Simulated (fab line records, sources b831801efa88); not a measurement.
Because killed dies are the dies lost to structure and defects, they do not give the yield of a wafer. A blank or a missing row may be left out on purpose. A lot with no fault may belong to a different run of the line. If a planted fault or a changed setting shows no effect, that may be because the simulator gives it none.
Matching of chambers :: flow sky130 :: 3 sister chambers for SKY_CAPM_CVD_00 on pecvd-02
The step deposits SiO2, target thk 15.5 nm. 3 wafers are shown with their chamber, then 9 later ones without.

== WAFERS, EACH WITH ITS CHAMBER ==
wafer: L090.1
chamber: 1
heater-power-w (W): 650

wafer: L090.2
chamber: 2
heater-power-w (W): 770

wafer: L090.6
chamber: 0
heater-power-w (W): 663

== WAFERS WHOSE CHAMBER IS MISSING ==
wafer: L092.1
heater-power-w (W): 682

wafer: L092.5
heater-power-w (W): 707

wafer: L092.6
heater-power-w (W): 624

wafer: L093.1
heater-power-w (W): 746

wafer: L093.4
heater-power-w (W): 724

wafer: L093.6
heater-power-w (W): 721

wafer: L096.1
heater-power-w (W): 748

wafer: L096.2
heater-power-w (W): 723

wafer: L096.5
heater-power-w (W): 736

== CHAMBER TAKEN BY EACH ==
wafer: L092.1
from the rows above: can't be placed: 0 or 1 or 2
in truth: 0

wafer: L092.5
from the rows above: can't be placed: 0 or 1 or 2
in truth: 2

wafer: L092.6
from the rows above: can't be placed: 1 or 0
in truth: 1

wafer: L093.1
from the rows above: can't be placed: 2 or 0 or 1
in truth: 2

wafer: L093.4
from the rows above: can't be placed: 2 or 0 or 1
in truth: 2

wafer: L093.6
from the rows above: can't be placed: 2 or 0 or 1
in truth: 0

wafer: L096.1
from the rows above: can't be placed: 2 or 0
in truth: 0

wafer: L096.2
from the rows above: can't be placed: 2 or 0 or 1
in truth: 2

wafer: L096.5
from the rows above: can't be placed: 2 or 0 or 1
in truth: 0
Correct placement for 0 of the 9. Unplaceable from these rows: 9, with the true chamber sitting among the candidates in 9. 0 placed wrongly.
How it was worked out, from the rows above alone: a wafer's distance from a chamber is the root of the sum, over the readings, of the square of ((its reading less the chamber's mean) divided by the reading's scatter). The wafer belongs to the nearest chamber; if the next one is less than 2 further off, it can't be placed. A chamber's mean is the mean of its shown wafers. The scatter (one wafer shown for each chamber): square how far every hidden wafer sits from the nearest shown wafer, average those squares and take the square root.
